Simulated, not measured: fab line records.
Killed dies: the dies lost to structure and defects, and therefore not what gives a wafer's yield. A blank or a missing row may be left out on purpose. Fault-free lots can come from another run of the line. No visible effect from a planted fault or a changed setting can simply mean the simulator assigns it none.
fab line records | flow sfq-line
[record] lots = 14 | wafers = 42 | last-day = 92
route steps=325 shown L0@3 M2@98 A5B@209 I6@266
lots untouched by any fault: they come from a run of this same line in which no faults occurred
start-h: hours from the record's first day to the start of the lot's first wafer shown | wait-h: hours from the lot's prior step to this one | " identical to the entry in the row above | L1.1+2: a row that stands for several wafers | - no value present, or no start provided | * or withheld: withheld | < > ~ a bound
route shown NAME@n: a module of which the file shows steps, and the number in the route of the first | usual: mean/standard deviation of fault-free wafers | same: alike in all rows | chamber/n: place in a boat | sites: readings site by site | _std_site: standard deviation of those values | _edge_site: the outer-site mean with the inner-site mean subtracted | radius-mm: how far each site lies from the wafer's centre | mask NAME#n: copy n | behind: the tool/chamber that last shaped the wafer | hold: why the lot was held/for how many hours/how that ended | device: which transistor (n, p or np) failed to switch | end of line: the same wafers' tests at the end of the route | step lacking rows: just its recipe | killed: at the first sort, the dies lost to defects and structure; wafer yield is something else | map: shows each die of a wafer: x if killed, . if not, _ if none is there
set.NAME: the setting as run; set.NAME@STEP: as run at that earlier step | model.NAME: the simulator's own value behind a step, which no gauge read
route steps across a sampled set of lots; one table per step, one row per wafer
services: the hour from which a tool's chamber was out of use, counted from the record's first day as start-h (under 0 if before that day), plus the number of hours and why
[[steps]]
[step SFQ_TRILAYER_L0_DEP_SPUTTER_003]
[recipe] material = MoNx_KI | base-pressure-pa = 1.33e-06 | target-thk-nm = 40 | power-w = 800 | time-s = 100 | chamber-pressure-pa = 0.4
[usual] cathode-dc-power-W = 800.00/0.14 | throttle-valve-pct = 30.3/1.2
lot.wafer | tool           | chamber | start-h | wait-h | cathode-dc-power-W | throttle-valve-pct
L782.4    | pvd-sputter-06 | -       | 12.49   | 0.0    | 800.13             | 31.6
L782.5    | "              | -       | "       | "      | 800.22             | 29.6
L782.6    | "              | -       | "       | "      | 800.03             | 31.5
L783.1    | pvd-sputter-06 | -       | 17.49   | 0.0    | 799.93             | 31.3
L783.2    | "              | -       | "       | "      | 799.88             | 30.2
L783.5    | "              | -       | "       | "      | 800.10             | 29.4
L784.1    | pvd-sputter-05 | -       | 22.49   | 0.0    | 800.08             | 28.2
L784.3    | "              | -       | "       | "      | 800.16             | 31.4
L784.4    | "              | -       | "       | "      | 799.77             | 31.0
L785.1    | pvd-sputter-04 | -       | 27.49   | 0.0    | 799.90             | 29.8
L785.2    | "              | -       | "       | "      | 800.26             | 27.1
L785.5    | "              | -       | "       | "      | 799.97             | 29.7
L787.2    | pvd-sputter-06 | -       | 37.49   | 0.0    | 799.97             | 30.3
L787.4    | "              | -       | "       | "      | 800.01             | 30.6
L787.5    | "              | -       | "       | "      | 800.02             | 30.8
L788.1    | pvd-sputter-04 | -       | 42.49   | 0.0    | 800.18             | 30.0
L788.3    | "              | -       | "       | "      | 800.11             | 30.0
L788.5    | "              | -       | "       | "      | 800.02             | 27.3
L789.1    | pvd-sputter-05 | -       | 47.49   | 0.0    | 800.07             | 31.1
L789.2    | "              | -       | "       | "      | 800.13             | 28.1
L789.4    | "              | -       | "       | "      | 799.87             | 31.3
L790.2    | pvd-sputter-06 | -       | 52.49   | 0.0    | 799.74             | 30.1
L790.4    | "              | -       | "       | "      | 799.97             | 31.5
L790.5    | "              | -       | "       | "      | 799.93             | 30.6
L794.1    | pvd-sputter-05 | -       | 72.49   | 0.0    | 799.56             | 31.2
L794.3    | "              | -       | "       | "      | 800.23             | 28.1
L794.6    | "              | -       | "       | "      | 800.00             | 31.6
L796.2    | pvd-sputter-05 | -       | 82.49   | 0.0    | 799.76             | 31.0
L796.3    | "              | -       | "       | "      | 799.72             | 31.3
L796.5    | "              | -       | "       | "      | 799.82             | 31.1
L798.1    | pvd-sputter-06 | -       | 92.49   | 0.0    | 799.99             | 30.2
L798.5    | "              | -       | "       | "      | 799.83             | 30.4
L798.6    | "              | -       | "       | "      | 800.27             | 31.6
L800.3    | pvd-sputter-04 | -       | 102.49  | 0.0    | 799.87             | 30.0
L800.4    | "              | -       | "       | "      | 800.14             | 30.0
L800.5    | "              | -       | "       | "      | 800.29             | 29.6
L803.3    | pvd-sputter-06 | -       | 117.49  | 0.0    | 800.02             | 30.6
L803.5    | "              | -       | "       | "      | 800.20             | 30.8
L803.6    | "              | -       | "       | "      | 799.90             | 30.0
L804.1    | pvd-sputter-04 | -       | 122.49  | 0.0    | 800.05             | 30.0
L804.2    | "              | -       | "       | "      | 799.89             | 27.1
L804.6    | "              | -       | "       | "      | 799.94             | 27.2
[step SFQ_L0_RS_MEAS_901]
[recipe] thk-meas-gauge = four-point-probe | reads = MoNx_KI_of_TRILAYER_L0_DEP_SPUTTER_003
[usual] L0_MONX_KI_RS = 43.5/0.38
lot.wafer | tool          | chamber | start-h | wait-h | L0_MONX_KI_RS[ohm/sq]
L782.4    | film-metro-04 | -       | 12.62   | 0.1    | 43.8
L782.5    | "             | -       | "       | "      | 43.3
L782.6    | "             | -       | "       | "      | 43.8
L783.1    | film-metro-04 | -       | 17.56   | 0.0    | 44.6
L783.2    | "             | -       | "       | "      | 43.8
L783.5    | "             | -       | "       | "      | 43.9
L784.1    | film-metro-02 | -       | 22.56   | 0.0    | 43.6
L784.3    | "             | -       | "       | "      | 43.2
L784.4    | "             | -       | "       | "      | 44.0
L785.1    | film-metro-02 | -       | 27.56   | 0.0    | 43.2
L785.2    | "             | -       | "       | "      | 43.4
L785.5    | "             | -       | "       | "      | 43.4
L787.2    | film-metro-02 | -       | 37.58   | 0.1    | 42.6
L787.4    | "             | -       | "       | "      | 42.9
L787.5    | "             | -       | "       | "      | 43.4
L788.1    | film-metro-02 | -       | 42.56   | 0.0    | 43.9
L788.3    | "             | -       | "       | "      | 43.4
L788.5    | "             | -       | "       | "      | 43.4
L789.1    | film-metro-03 | -       | 47.56   | 0.0    | 43.2
L789.2    | "             | -       | "       | "      | 43.1
L789.4    | "             | -       | "       | "      | 43.5
L790.2    | film-metro-04 | -       | 52.58   | 0.1    | 43.4
L790.4    | "             | -       | "       | "      | 43.6
L790.5    | "             | -       | "       | "      | 43.9
L794.1    | film-metro-03 | -       | 72.56   | 0.0    | 45.4
L794.3    | "             | -       | "       | "      | 43.7
L794.6    | "             | -       | "       | "      | 43.3
L796.2    | film-metro-03 | -       | 82.76   | 0.2    | 46.2
L796.3    | "             | -       | "       | "      | 42.8
L796.5    | "             | -       | "       | "      | 43.3
L798.1    | film-metro-04 | -       | 92.56   | 0.0    | 43.3
L798.5    | "             | -       | "       | "      | 43.4
L798.6    | "             | -       | "       | "      | 43.4
L800.3    | film-metro-04 | -       | 102.60  | 0.1    | 44.0
L800.4    | "             | -       | "       | "      | 44.0
L800.5    | "             | -       | "       | "      | 43.7
L803.3    | film-metro-03 | -       | 117.60  | 0.1    | 43.6
L803.5    | "             | -       | "       | "      | 43.6
L803.6    | "             | -       | "       | "      | 43.6
L804.1    | film-metro-04 | -       | 122.56  | 0.0    | 43.9
L804.2    | "             | -       | "       | "      | 44.1
L804.6    | "             | -       | "       | "      | 44.7
[step SFQ_L0_THK_MEAS_902]
[recipe] thk-meas-gauge = xrf | reads = MoNx_KI_of_TRILAYER_L0_DEP_SPUTTER_003
[usual] L0_MONX_KI_THK = 40.3/0.36
lot.wafer | tool          | chamber | start-h | wait-h | L0_MONX_KI_THK[nm]
L782.4    | film-metro-04 | -       | 12.71   | 0.1    | 40.3
L782.5    | "             | -       | "       | "      | 40.9
L782.6    | "             | -       | "       | "      | 39.9
L783.1    | film-metro-04 | -       | 17.68   | 0.1    | 39.2
L783.2    | "             | -       | "       | "      | 40.1
L783.5    | "             | -       | "       | "      | 39.7
L784.1    | film-metro-02 | -       | 22.68   | 0.1    | 39.9
L784.3    | "             | -       | "       | "      | 40.5
L784.4    | "             | -       | "       | "      | 40.0
L785.1    | film-metro-02 | -       | 27.68   | 0.1    | 40.3
L785.2    | "             | -       | "       | "      | 40.0
L785.5    | "             | -       | "       | "      | 40.4
L787.2    | film-metro-02 | -       | 37.69   | 0.1    | 41.1
L787.4    | "             | -       | "       | "      | 40.7
L787.5    | "             | -       | "       | "      | 40.6
L788.1    | film-metro-02 | -       | 42.68   | 0.1    | 40.0
L788.3    | "             | -       | "       | "      | 40.4
L788.5    | "             | -       | "       | "      | 40.4
L789.1    | film-metro-03 | -       | 47.68   | 0.1    | 40.5
L789.2    | "             | -       | "       | "      | 40.7
L789.4    | "             | -       | "       | "      | 40.1
L790.2    | film-metro-04 | -       | 52.69   | 0.1    | 40.4
L790.4    | "             | -       | "       | "      | 40.2
L790.5    | "             | -       | "       | "      | 40.0
L794.1    | film-metro-03 | -       | 72.68   | 0.1    | 38.6
L794.3    | "             | -       | "       | "      | 40.3
L794.6    | "             | -       | "       | "      | 40.6
L796.2    | film-metro-03 | -       | 82.87   | 0.1    | 37.8
L796.3    | "             | -       | "       | "      | 40.9
L796.5    | "             | -       | "       | "      | 40.7
L798.1    | film-metro-04 | -       | 92.68   | 0.1    | 40.7
L798.5    | "             | -       | "       | "      | 40.3
L798.6    | "             | -       | "       | "      | 40.7
L800.3    | film-metro-04 | -       | 102.70  | 0.1    | 40.1
L800.4    | "             | -       | "       | "      | 39.7
L800.5    | "             | -       | "       | "      | 40.1
L803.3    | film-metro-03 | -       | 117.70  | 0.1    | 40.3
L803.5    | "             | -       | "       | "      | 40.5
L803.6    | "             | -       | "       | "      | 40.3
L804.1    | film-metro-04 | -       | 122.68  | 0.1    | 40.2
L804.2    | "             | -       | "       | "      | 39.9
L804.6    | "             | -       | "       | "      | 39.4
[step SFQ_TRILAYER_L0_ETCH_METAL_ETCH_008]
[recipe] target = MoNx_KI | stop-on = SiO2 | mask-material = PR | chemistry = SF6/O2 | target-depth-nm = 50 | icp-w = 600 | bias-w = 80 | pressure-mtorr = 10 | time-s = 25
[usual] drypump-motor-current-A = 5.5/0.31 | oes-product-au = 0.874/0.006
[same] time-s = 25
lot.wafer | tool         | chamber | start-h | wait-h | drypump-motor-current-A | oes-product-au | rf-hours-counter-h
L782.4    | rie-metal-03 | 1       | 73.84   | 0.0    | 5.2                     | 0.869          | -
L782.5    | "            | 0       | "       | "      | 5.9                     | 0.882          | -
L782.6    | "            | 1       | "       | "      | 5.1                     | 0.873          | -
L783.1    | rie-metal-03 | 0       | 79.83   | 0.0    | 5.9                     | 0.867          | 23
L783.2    | "            | 1       | "       | "      | 5.2                     | 0.870          | 2
L783.5    | "            | 1       | "       | "      | 5.1                     | 0.872          | -
L784.1    | rie-metal-01 | 0       | 88.23   | 0.0    | 5.3                     | 0.870          | 159
L784.3    | "            | 1       | "       | "      | 6.0                     | 0.871          | -
L784.4    | "            | 0       | "       | "      | 5.3                     | 0.866          | -
L785.1    | rie-metal-03 | 1       | 94.23   | 0.0    | 5.1                     | 0.874          | 4
L785.2    | "            | 0       | "       | "      | 5.9                     | 0.871          | 25
L785.5    | "            | 1       | "       | "      | 5.2                     | 0.876          | -
L787.2    | rie-metal-03 | 0       | 103.83  | 0.0    | 5.9                     | 0.887          | 26
L787.4    | "            | 1       | "       | "      | 5.1                     | 0.881          | -
L787.5    | "            | 0       | "       | "      | 5.9                     | 0.873          | -
L788.1    | rie-metal-01 | 1       | 112.23  | 0.0    | 6.0                     | 0.864          | 168
L788.3    | "            | 0       | "       | "      | 5.3                     | 0.876          | -
L788.5    | "            | 1       | "       | "      | 6.0                     | 0.872          | -
L789.1    | rie-metal-04 | 0       | 123.07  | 0.1    | 5.4                     | 0.879          | 90
L789.2    | "            | 0       | "       | "      | 5.4                     | 0.876          | -
L789.4    | "            | 0       | "       | "      | 5.4                     | 0.877          | -
L790.2    | rie-metal-01 | 0       | 130.21  | 0.0    | 5.3                     | 0.877          | 164
L790.4    | "            | 0       | "       | "      | 5.3                     | 0.868          | -
L790.5    | "            | 0       | "       | "      | 5.3                     | 0.871          | -
L794.1    | rie-metal-01 | 0       | 154.13  | 0.0    | 5.3                     | 0.848          | 168
L794.3    | "            | 1       | "       | "      | 6.0                     | 0.869          | -
L794.6    | "            | 1       | "       | "      | 6.0                     | 0.872          | -
L796.2    | rie-metal-03 | 1       | 169.73  | 0.0    | 5.2                     | 0.842          | 17
L796.3    | "            | 1       | "       | "      | 5.2                     | 0.883          | -
L796.5    | "            | 0       | "       | "      | 5.9                     | 0.884          | -
L798.1    | rie-metal-04 | 0       | 182.93  | 0.0    | 5.4                     | 0.880          | 100
L798.5    | "            | 1       | "       | "      | 5.5                     | 0.874          | -
L798.6    | "            | 0       | "       | "      | 5.4                     | 0.874          | -
L800.3    | rie-metal-04 | 1       | 197.45  | 0.0    | 5.5                     | 0.868          | -
L800.4    | "            | 0       | "       | "      | 5.4                     | 0.864          | -
L800.5    | "            | 0       | "       | "      | 5.4                     | 0.871          | -
L803.3    | rie-metal-04 | 1       | 209.45  | 0.0    | 5.5                     | 0.865          | -
L803.5    | "            | 1       | "       | "      | 5.5                     | 0.878          | -
L803.6    | "            | 0       | "       | "      | 5.4                     | 0.870          | -
L804.1    | rie-metal-03 | 1       | 216.63  | 0.0    | 5.2                     | 0.866          | 27
L804.2    | "            | 0       | "       | "      | 5.9                     | 0.873          | 48
L804.6    | "            | 0       | "       | "      | 5.9                     | 0.870          | -
[step SFQ_M2_OVL_MEAS_916]
[usual] M2_OVL = 0/4.9
lot.wafer | tool       | chamber | start-h | wait-h | M2_OVL[nm]
L782.4    | overlay-02 | -       | 750.70  | 0.1    | 0
L782.5    | "          | -       | "       | "      | 1
L782.6    | "          | -       | "       | "      | -4
L783.1    | overlay-01 | -       | 754.28  | 0.1    | -5
L783.2    | "          | -       | "       | "      | -1
L783.5    | "          | -       | "       | "      | -6
L784.1    | overlay-02 | -       | 757.88  | 0.1    | 1
L784.3    | "          | -       | "       | "      | 0
L784.4    | "          | -       | "       | "      | -4
L785.1    | overlay-02 | -       | 760.28  | 0.1    | -5
L785.2    | "          | -       | "       | "      | 1
L785.5    | "          | -       | "       | "      | -3
L787.2    | overlay-01 | -       | 800.01  | 0.1    | -6
L787.4    | "          | -       | "       | "      | -1
L787.5    | "          | -       | "       | "      | -3
L788.1    | overlay-01 | -       | 802.40  | 0.1    | 0
L788.3    | "          | -       | "       | "      | -1
L788.5    | "          | -       | "       | "      | 0
L789.1    | overlay-01 | -       | 814.53  | 0.1    | -8
L789.2    | "          | -       | "       | "      | -6
L789.4    | "          | -       | "       | "      | -2
L790.2    | overlay-02 | -       | 825.33  | 0.1    | -6
L790.4    | "          | -       | "       | "      | -1
L790.5    | "          | -       | "       | "      | -1
L794.1    | overlay-02 | -       | 871.05  | 0.1    | -11
L794.3    | "          | -       | "       | "      | -5
L794.6    | "          | -       | "       | "      | -9
L796.2    | overlay-01 | -       | 891.16  | 0.1    | 2
L796.3    | "          | -       | "       | "      | -1
L796.5    | "          | -       | "       | "      | 0
L798.1    | overlay-02 | -       | 901.15  | 0.1    | 3
L798.5    | "          | -       | "       | "      | 1
L798.6    | "          | -       | "       | "      | 1
L800.3    | overlay-02 | -       | 943.16  | 0.1    | -3
L800.4    | "          | -       | "       | "      | -6
L800.5    | "          | -       | "       | "      | -3
L803.3    | overlay-01 | -       | 1079.26 | 0.1    | 2
L803.5    | "          | -       | "       | "      | -2
L803.6    | "          | -       | "       | "      | 9
L804.1    | overlay-01 | -       | 1088.85 | 0.1    | 1
L804.2    | "          | -       | "       | "      | -4
L804.6    | "          | -       | "       | "      | -1
[step SFQ_TRILAYER_A5B_DEP_PECVD_129]
[recipe] material = SiO2 | temp-c = 150 | time-s = 133.33 | pressure-torr = 2.4 | rf-w = 183.3 | precursor = SiH4/N2O | target-thk-nm = 600
[usual] heater-power-w = 83/15 | throttle-valve-pct = 24.4/1.5
[same] time-s = 133.33
lot.wafer | tool     | chamber | start-h | wait-h | heater-power-w | throttle-valve-pct
L782.4    | pecvd-01 | 0       | 1572.05 | 0.0    | 68             | 24.1
L782.5    | "        | 1       | "       | "      | 62             | 23.1
L782.6    | "        | 2       | "       | "      | 85             | 24.8
L783.1    | pecvd-03 | 2       | 1582.81 | 0.0    | 102            | 24.7
L783.2    | "        | 1       | "       | "      | 92             | 27.1
L783.5    | "        | 0       | "       | "      | 101            | 23.1
L784.1    | pecvd-02 | 1       | 1590.75 | 0.0    | 63             | 24.5
L784.3    | "        | 0       | "       | "      | 90             | 25.5
L784.4    | "        | 1       | "       | "      | 64             | 24.5
L785.1    | pecvd-02 | 1       | 1594.31 | 0.0    | 65             | 24.4
L785.2    | "        | 2       | "       | "      | 61             | 23.8
L785.5    | "        | 1       | "       | "      | 66             | 24.5
L787.2    | pecvd-02 | 0       | 1607.61 | 0.0    | 75             | 25.8
L787.4    | "        | 2       | "       | "      | 64             | 23.7
L787.5    | "        | 1       | "       | "      | 66             | 24.4
L788.1    | pecvd-02 | 1       | 1610.03 | 0.0    | 64             | 24.6
L788.3    | "        | 0       | "       | "      | 87             | 25.7
L788.5    | "        | 0       | "       | "      | 73             | 25.8
L789.1    | pecvd-03 | 2       | 1614.83 | 0.0    | 98             | 24.5
L789.2    | "        | 0       | "       | "      | 113            | 23.5
L789.4    | "        | 2       | "       | "      | 106            | 24.8
L790.2    | pecvd-03 | 0       | 1619.61 | 0.0    | 102            | 23.1
L790.4    | "        | 0       | "       | "      | 104            | 23.1
L790.5    | "        | 2       | "       | "      | 105            | 24.8
L794.1    | pecvd-01 | 1       | 1706.58 | 0.0    | 66             | 23.7
L794.3    | "        | 2       | "       | "      | 76             | 25.0
L794.6    | "        | 2       | "       | "      | 79             | 25.2
L796.2    | pecvd-02 | 1       | 1715.95 | 0.0    | 61             | 22.7
L796.3    | "        | 2       | "       | "      | 64             | 23.0
L796.5    | "        | 2       | "       | "      | 67             | 23.3
L798.1    | pecvd-02 | 2       | 1733.17 | 0.0    | 70             | 23.3
L798.5    | "        | 1       | "       | "      | 66             | 22.5
L798.6    | "        | 0       | "       | "      | 84             | 23.0
L800.3    | pecvd-01 | 2       | 1748.64 | 0.0    | 87             | 25.3
L800.4    | "        | 0       | "       | "      | 81             | 24.4
L800.5    | "        | 2       | "       | "      | 88             | 25.4
L803.3    | pecvd-01 | 2       | 1763.04 | 0.0    | 84             | 25.3
L803.5    | "        | 1       | "       | "      | 63             | 24.1
L803.6    | "        | 2       | "       | "      | 87             | 25.1
L804.1    | pecvd-03 | 0       | 1766.64 | 0.0    | 103            | 23.5
L804.2    | "        | 2       | "       | "      | 109            | 24.9
L804.6    | "        | 0       | "       | "      | 107            | 23.5
[step SFQ_TRILAYER_I6_DEP_PECVD_165]
[recipe] material = SiO2 | temp-c = 150 | time-s = 111.11 | pressure-torr = 2.4 | rf-w = 183.3 | precursor = SiH4/N2O | target-thk-nm = 500
[usual] heater-power-w = 81/15 | throttle-valve-pct = 25.9/2
[same] time-s = 111.11
lot.wafer | tool     | chamber | start-h | wait-h | heater-power-w | throttle-valve-pct
L782.4    | pecvd-01 | 1       | 1730.16 | 0.0    | 73             | 23.9
L782.5    | "        | 0       | "       | "      | 83             | 24.3
L782.6    | "        | 2       | "       | "      | 85             | 25.1
L783.1    | pecvd-03 | 1       | 1731.31 | 0.0    | 92             | 27.8
L783.2    | "        | 0       | "       | "      | 96             | 23.9
L783.5    | "        | 0       | "       | "      | 104            | 23.5
L784.1    | pecvd-04 | 0       | 1735.35 | 0.0    | 65             | 29.7
L784.3    | "        | 1       | "       | "      | 87             | 25.7
L784.4    | "        | 0       | "       | "      | 68             | 29.6
L785.1    | pecvd-01 | 2       | 1737.75 | 0.0    | 87             | 25.1
L785.2    | "        | 0       | "       | "      | 77             | 24.5
L785.5    | "        | 2       | "       | "      | 90             | 25.1
L787.2    | pecvd-03 | 1       | 1831.65 | 0.0    | 88             | 28.3
L787.4    | "        | 0       | "       | "      | 106            | 23.7
L787.5    | "        | 1       | "       | "      | 89             | 28.1
L788.1    | pecvd-01 | 2       | 1837.65 | 0.0    | 79             | 25.6
L788.3    | "        | 0       | "       | "      | 84             | 24.8
L788.5    | "        | 0       | "       | "      | 68             | 24.8
L789.1    | pecvd-04 | 2       | 1847.22 | 0.0    | 61             | 24.0
L789.2    | "        | 1       | "       | "      | 81             | 25.6
L789.4    | "        | 0       | "       | "      | 64             | 29.4
L790.2    | pecvd-03 | 0       | 1849.62 | 0.0    | 108            | 23.6
L790.4    | "        | 0       | "       | "      | 108            | 23.8
L790.5    | "        | 1       | "       | "      | 92             | 28.4
L794.1    | pecvd-01 | 1       | 1912.58 | 0.0    | 71             | 24.8
L794.3    | "        | 0       | "       | "      | 80             | 25.2
L794.6    | "        | 1       | "       | "      | 75             | 24.5
L796.2    | pecvd-01 | 0       | 1920.53 | 0.0    | 79             | 24.9
L796.3    | "        | 1       | "       | "      | 79             | 24.7
L796.5    | "        | 0       | "       | "      | 79             | 25.1
L798.1    | pecvd-01 | 1       | 1922.93 | 0.0    | 74             | 24.7
L798.5    | "        | 1       | "       | "      | 77             | 24.7
L798.6    | "        | 2       | "       | "      | 86             | 26.2
L800.3    | pecvd-04 | 0       | 1925.37 | 0.0    | 58             | 29.5
L800.4    | "        | 2       | "       | "      | 64             | 24.1
L800.5    | "        | 0       | "       | "      | 62             | 29.6
L803.3    | pecvd-01 | 1       | 1929.10 | 0.0    | 70             | 24.7
L803.5    | "        | 1       | "       | "      | 73             | 24.7
L803.6    | "        | 2       | "       | "      | 82             | 26.0
L804.1    | pecvd-03 | 0       | 1930.13 | 0.0    | 114            | 24.1
L804.2    | "        | 2       | "       | "      | 95             | 25.3
L804.6    | "        | 0       | "       | "      | 95             | 23.8
[[services]]
tool     | chamber | start-h | hours | kind
pecvd-01 | -       | 89.76   | 4.3   | pm
pecvd-01 | -       | 181.70  | 1.9   | repair
pecvd-01 | -       | 332.77  | 0.8   | repair
pecvd-01 | -       | 449.87  | 0.9   | repair
pecvd-01 | -       | 640.23  | 14.6  | pm
pecvd-01 | -       | 735.95  | 2.8   | pm
pecvd-01 | 1       | 782.58  | 4.1   | repair
pecvd-01 | -       | 887.79  | 6.0   | pm
pecvd-01 | 2       | 900.46  | 17.8  | repair
pecvd-01 | -       | 949.36  | 0.8   | pm
pecvd-01 | 2       | 1048.78 | 10.6  | repair
pecvd-01 | 2       | 1073.13 | 5.0   | repair
pecvd-01 | -       | 1298.72 | 5.5   | pm
pecvd-01 | -       | 1315.50 | 3.0   | repair
pecvd-01 | -       | 1318.47 | 14.0  | pm
pecvd-01 | -       | 1400.57 | 0.8   | repair
pecvd-01 | 0       | 1416.33 | 8.2   | repair
pecvd-01 | 0       | 1463.22 | 4.7   | repair
pecvd-01 | 1       | 1497.10 | 19.2  | repair
pecvd-01 | 2       | 1522.94 | 19.8  | repair
pecvd-01 | 0       | 1539.07 | 12.4  | repair
pecvd-01 | 1       | 1633.88 | 3.4   | repair
pecvd-01 | 0       | 1654.86 | 8.1   | repair
pecvd-01 | -       | 1660.42 | 1.1   | repair
[[key]]
[first-sign] step = SFQ_L0_RS_MEAS_901 | reading = L0_MONX_KI_RS | direction = up | sigmas = 6 | usual = 43.5 | struck = 45.8
[effect] step = SFQ_L0_THK_MEAS_902 | reading = L0_MONX_KI_THK | direction = down | sigmas = 5.9 | usual = 40.3 | struck = 38.2
[effect] step = SFQ_TRILAYER_L0_ETCH_METAL_ETCH_008 | reading = oes-product-au | direction = down | sigmas = 4.8 | usual = 0.874 | struck = 0.845
met-at SFQ_TRILAYER_L0_DEP_SPUTTER_003
struck-lots L794,L796
struck-wafers L794.1,L796.2
not-acting-at SFQ_M2_OVL_MEAS_916,SFQ_TRILAYER_A5B_DEP_PECVD_129,SFQ_TRILAYER_I6_DEP_PECVD_165
onset-between 47.49 72.49
[fault] kind = process-parameter-drift | tool = pvd-sputter-05 | chamber = - | onset-h = 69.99 | steps = SFQ_TRILAYER_L0_DEP_SPUTTER_003 | channel = target-thk-nm | offset = -1.9767 | shape = step | end-h = 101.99 | scope = struck-wafers-only | acts-in = these-recipes-only | stated = 40
